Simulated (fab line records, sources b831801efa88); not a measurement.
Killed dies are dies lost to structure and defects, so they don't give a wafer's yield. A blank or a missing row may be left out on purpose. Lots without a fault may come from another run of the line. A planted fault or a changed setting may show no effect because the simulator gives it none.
A struck lot beside a sound one | flow gf180mcu | 15 steps out of a route of 602
Sound: wafers L882.3, L882.4, L882.5. Struck: wafers L896.1, L896.4, L896.5. The cause comes at the end.
At each step with rows: each side's tool, then ch and its chambers, then its first start. Under that, the readings that differ: sound wafers | struck wafers | difference of the means | sigmas: that difference in standard deviations of wafers without a fault.
alike: readings whose means differ by less than 2 such deviations, and words and numbers that are the same on both sides. not compared: withheld readings, readings that some wafer has no value for, bounds like >300 that may hide the same value, and numbers for which the record gives no deviation and whose values overlap.
The two part at a step that has a row with sigmas, a row that says differs or no value, or rows on one side only. Numbers that don't overlap but have no deviation are shown without sigmas and don't part them. A reading that every wafer of one side lacks parts them only if that side has two wafers or more.

first, 6 steps without rows for these wafers: GF_PSD_HMDS_01 (prime time 60 s); GF_PSD_COAT_02 (resist thk 1000 nm); GF_PSD_SOFTBAKE_03 (time 60 s); GF_PSD_EXPOSE_04 (exposes mask Pplus, target cd 400 nm); GF_PSD_PEB_05; GF_PSD_DEVELOP_06 (develop time 60 s).
GF_PSD_CD_MEAS_07: target cd 400 nm.
  sound on cd_sem-01, day 15 05:58; struck on cd_sem-01, day 20 02:48
  alike: cd_nm
GF_PSD_OVL_MEAS_08:
  sound on overlay-01, day 15 06:04; struck on overlay-02, day 20 02:55
  alike: PSD_OVL
then, 1 step without rows for these wafers: GF_PSD_IMPLANT_09.
GF_PSD_STRIP_10: strips in O2/N2.
  sound on plasma_asher-02 ch 0,1, day 15 06:16; struck on plasma_asher-04 ch 0,1, day 20 03:07
  alike: drypump_motor_current_A, heater_power_w, oes_product_au, strip_time_to_endpoint_s
  not compared: rf_hours_counter_h
GF_PSD_TW_MEAS_11:
  sound on film_metro-02, day 15 06:22; struck on film_metro-01, day 20 03:13
  alike: PSD_TW
then, 1 step without rows for these wafers: GF_PSD_CLEAN_12 (cleans in SC1/SC2, time 150 s).
GF_PSD_RTA_13: time 20 s.
  sound on rtp_anneal-02 ch 0, day 15 06:29; struck on rtp_anneal-01, day 20 03:19
  no value came back on the struck wafers for anneal_temp_c_max, chamber_o2_ppm, lamp_power_pct (%), wafer_temp_C_max; on the sound wafers anneal_temp_c_max reads 1033.1 1031.7 1032.1
GF_PSD_RS_MEAS_14: measures by four-point-probe.
  sound on film_metro-03, day 15 06:35; struck on film_metro-03, day 20 03:24
  reading         | sound             | struck | difference                    | sigmas
  NSD_RS (ohm/sq) | 46.11 46.22 46.13 | - - -  | no value on the struck wafers |
GF_PSD_RS_MEAS_15: measures by four-point-probe.
  sound on film_metro-03, day 15 06:42; struck on film_metro-03, day 20 03:31
  reading         | sound                | struck | difference                    | sigmas
  PSD_RS (ohm/sq) | 108.36 108.50 108.47 | - - -  | no value on the struck wafers |

WHERE THEY PART
First at GF_PSD_RTA_13; last, within this record, at GF_PSD_RS_MEAS_15.

WHY: what the simulator had put in
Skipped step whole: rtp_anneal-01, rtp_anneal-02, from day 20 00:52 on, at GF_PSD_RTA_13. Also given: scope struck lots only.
